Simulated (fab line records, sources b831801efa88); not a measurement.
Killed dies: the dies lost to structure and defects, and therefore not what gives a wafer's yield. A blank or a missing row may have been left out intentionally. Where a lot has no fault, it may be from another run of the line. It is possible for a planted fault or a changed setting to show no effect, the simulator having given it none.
A lot that was struck, set against a sound lot / flow sky130 / 29 out of 708 route steps
Sound: wafers L538.1, L538.2, L538.5. Struck: wafers L531.1, L531.2, L531.5. The cause comes at the end.
Each step with rows lists, per side, the tool, then ch with its chambers, then its first start. Under that, the readings that differ: sound wafers / struck wafers / difference of the means / sigmas: that difference in standard deviations of wafers without a fault.
alike: readings whose means differ by less than 2 such deviations, and words and numbers that are the same on both sides. not compared: withheld readings, readings that some wafer has no value for, bounds like >300 that may hide the same value, and numbers for which the record gives no deviation and whose values overlap.
The two part at a step that has a row with sigmas, a row that says differs or no value, or rows on one side only. When numbers do not overlap yet have no deviation, they are printed without sigmas and do not part them. A reading missing from all wafers of one side parts the sides only when that side holds two or more wafers.

first, 1 step without rows for these wafers: SKY_LDD_HVN_IMPLANT_08.
SKY_LDD_HVN_STRIP_09: strips in O2/N2.
  sound on plasma asher-03 ch 0,1, day 27 06:41; struck on plasma asher-03 ch 0,1, day 25 02:06
  alike: chamber pressure mTorr, drypump motor current A, oes product au, strip time to endpoint s
  not compared: rf hours counter h
SKY_LDD_HVN_TW_MEAS_10:
  struck on film metro-02, day 25 02:12; sound on film metro-01, day 27 06:47
  alike: LDD_HVN_TW
then, 7 steps without rows for these wafers: SKY_LDD_HVP_DEHYDRATE_00 (time 60 s); SKY_LDD_HVP_HMDS_01 (prime time 60 s); SKY_LDD_HVP_COAT_02 (resist thk 300 nm); SKY_LDD_HVP_SOFTBAKE_03 (time 60 s); SKY_LDD_HVP_EXPOSE_04 (exposes mask HVPTM, target cd 700 nm); SKY_LDD_HVP_PEB_05; SKY_LDD_HVP_DEVELOP_06 (develop time 60 s).
SKY_LDD_HVP_OVL_MEAS_07:
  struck on overlay-02, day 26 06:58; sound on overlay-01, day 28 11:34
  alike: LDD_HVP_OVL
next, for these wafers, 1 step has no rows: SKY_LDD_HVP_IMPLANT_08.
SKY_LDD_HVP_STRIP_09: strips in O2/N2.
  sound on plasma asher-04 ch 0,1, day 28 11:45; struck on plasma asher-01 ch 0,1, day 26 07:09
  no value came back on the struck wafers for any of 5 readings (chamber pressure mTorr (mTorr), drypump motor current A (A) and others); on the sound wafers chamber pressure mTorr (mTorr) reads 1501.2 1499.9 1498.0
reading=model.NOVOLAK_of_LDD_HVP_COAT_02.thk nm (nm); sound=0 0 0; struck=298.1 299.6 299.2; difference=+299.0; sigmas=
  not compared: rf hours counter h
SKY_LDD_HVP_TW_MEAS_10:
  struck on film metro-02, day 26 07:15; sound on film metro-04, day 28 11:51
  alike: LDD_HVP_TW
then, 7 steps without rows for these wafers: SKY_LDD_LDN_DEHYDRATE_00 (time 60 s); SKY_LDD_LDN_HMDS_01 (prime time 60 s); SKY_LDD_LDN_COAT_02 (resist thk 1140 nm); SKY_LDD_LDN_SOFTBAKE_03 (time 60 s); SKY_LDD_LDN_EXPOSE_04 (exposes mask LDNTM, target cd 700 nm); SKY_LDD_LDN_PEB_05; SKY_LDD_LDN_DEVELOP_06 (develop time 60 s).
SKY_LDD_LDN_OVL_MEAS_07:
  struck on overlay-02, day 27 10:49; sound on overlay-01, day 29 15:16
  alike: LDD_LDN_OVL
then, 4 steps without rows for these wafers: SKY_LDD_LDN_IMPLANT_08; SKY_LDD_LDN_IMPLANT_09; SKY_LDD_LDN_IMPLANT_10; SKY_LDD_LDN_IMPLANT_11.
SKY_LDD_LDN_STRIP_12: strips in O2/N2.
  sound on plasma asher-04 ch 0,1, day 29 15:53; struck on plasma asher-02 ch 0,1, day 27 11:26
reading=strip time to endpoint s (s); sound=14.19 14.19 14.22; struck=18.74 18.75 18.69; difference=+4.53; sigmas=+99 or more
  alike: chamber pressure mTorr, drypump motor current A, oes product au
  not compared: rf hours counter h
SKY_LDD_LDN_TW_MEAS_13:
  struck on film metro-04, day 27 11:46; sound on film metro-01, day 29 15:59
reading=LDD_LDN_TW; sound=1464 1471 1474; struck=30 30 29; difference=-1440; sigmas=-69
  not compared: hold
SKY_PAD_OPEN_PROBE_99:
  the record holds rows for the sound wafers here (prober-01, day 50 06:49) but none for the struck ones

WHERE THEY PART
At SKY_LDD_HVP_STRIP_09 first; at SKY_PAD_OPEN_PROBE_99 last (within this record only).

WHY: whatever the simulator had introduced
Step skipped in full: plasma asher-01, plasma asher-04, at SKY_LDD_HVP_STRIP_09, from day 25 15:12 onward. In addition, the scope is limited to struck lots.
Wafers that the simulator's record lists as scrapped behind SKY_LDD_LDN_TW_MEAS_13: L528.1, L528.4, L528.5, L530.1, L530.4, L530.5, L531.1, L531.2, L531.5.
